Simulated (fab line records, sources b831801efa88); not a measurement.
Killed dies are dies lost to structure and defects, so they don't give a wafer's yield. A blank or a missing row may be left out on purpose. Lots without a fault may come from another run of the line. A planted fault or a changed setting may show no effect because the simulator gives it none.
Which tool did it? | flow gf180mcu | 10 lots, 30 wafers sampled, at 4 steps of a route of 602

WHAT THE GAUGES READ, wafer by wafer
GF_V3_RS_MEAS_24: measures by four-point-probe.
lot  | measured     | on            | V3_W_RS (ohm/sq)
L211 | day 23 08:07 | film_metro-01 | 0.322 0.320 0.320
L215 | day 24 09:41 | film_metro-01 | 0.328 0.321 0.323
L217 | day 25 12:00 | film_metro-04 | 0.326 0.317 0.322
L218 | day 25 13:46 | film_metro-01 | 0.323 0.334 0.329
L219 | day 25 22:22 | film_metro-01 | 0.330 0.331 0.329
L222 | day 26 14:21 | film_metro-02 | 0.249 0.322 0.318 0.249 0.322 0.318
L223 | day 27 00:44 | film_metro-04 | 0.321 0.320 0.245 0.322 0.319 0.246
L225 | day 27 11:00 | film_metro-01 | 0.333 0.326 0.333
L232 | day 29 08:53 | film_metro-04 | 0.326 0.335 0.327
L233 | day 29 15:17 | film_metro-02 | 0.314 0.322 0.317

WHICH TOOL RAN EACH LOT (tool, then ch and the chambers of the sampled wafers, then the start)
lot  | GF_M3_METAL_ETCH_16               | GF_V3_SPUTTER_22             | GF_V3_CVD_23
L211 | rie_metal-03 ch 0,1, day 22 07:32 | pvd_sputter-03, day 23 07:56 | cvd_w-01 ch 0,1, day 23 07:59
L215 | rie_metal-03 ch 0,1, day 23 09:27 | pvd_sputter-04, day 24 09:29 | cvd_w-01 ch 0,1, day 24 09:34
L217 | rie_metal-02 ch 0,1, day 24 11:38 | pvd_sputter-02, day 25 11:51 | cvd_w-01 ch 0,1, day 25 11:53
L218 | rie_metal-03 ch 0,1, day 24 14:13 | pvd_sputter-02, day 25 13:37 | cvd_w-02 ch 0,1, day 25 13:39
L219 | rie_metal-02 ch 0,1, day 24 22:50 | pvd_sputter-04, day 25 22:13 | cvd_w-02 ch 0,1, day 25 22:14
L222 | rie_metal-02 ch 0,1, day 25 15:22 | pvd_sputter-02, day 26 14:12 | cvd_w-01 ch 0,1, day 26 14:14
L223 | rie_metal-03 ch 0,1, day 26 01:30 | pvd_sputter-04, day 27 00:32 | cvd_w-01 ch 0,1, day 27 00:37
L225 | rie_metal-01 ch 0,1, day 26 12:40 | pvd_sputter-02, day 27 10:51 | cvd_w-02 ch 0,1, day 27 10:53
L232 | rie_metal-02 ch 0,1, day 28 11:22 | pvd_sputter-02, day 29 08:43 | cvd_w-02 ch 0,1, day 29 08:44
L233 | rie_metal-02 ch 0,1, day 28 17:33 | pvd_sputter-03, day 29 15:05 | cvd_w-01 ch 0,1, day 29 15:10
- GF_M3_METAL_ETCH_16: etches the open film in Cl2/BCl3, stops on SiO2, target depth 627.5 nm, time 104.6 s.
- GF_V3_SPUTTER_22: material TiN, target thk 10 nm, time 40 s.
- GF_V3_CVD_23: deposits W, target thk 350 nm, time 104.9 s.

THE ANSWER, worked out from the rows above alone
Rule: what is usual is taken from the lots themselves. Put in order of their means at a reading, lots are off if they are a third of the lots or fewer, leave a main group of 4 or more, and stand apart from it by a gap of 3 or more times the standard deviation of the main group's means; of several such gaps the widest counts. A main group whose means are all the same, to the digits that the tables above print for the reading, isn't used. A lot without any number at a reading at which 4 lots or more have one is off too. The other lots that the step has rows for count as sound.
Off: L222, L223, at GF_V3_RS_MEAS_24 (V3_W_RS). The main group: mean 0.325 ohm/sq, standard deviation 0.0047.
A tool fits if, at a process step before that reading, it ran every lot that is off, and no sound lot after the first of them. The gauges at GF_V3_RS_MEAS_24 are tried like those tools. None of those tried fits.

WHAT THE SIMULATOR HAD PUT IN
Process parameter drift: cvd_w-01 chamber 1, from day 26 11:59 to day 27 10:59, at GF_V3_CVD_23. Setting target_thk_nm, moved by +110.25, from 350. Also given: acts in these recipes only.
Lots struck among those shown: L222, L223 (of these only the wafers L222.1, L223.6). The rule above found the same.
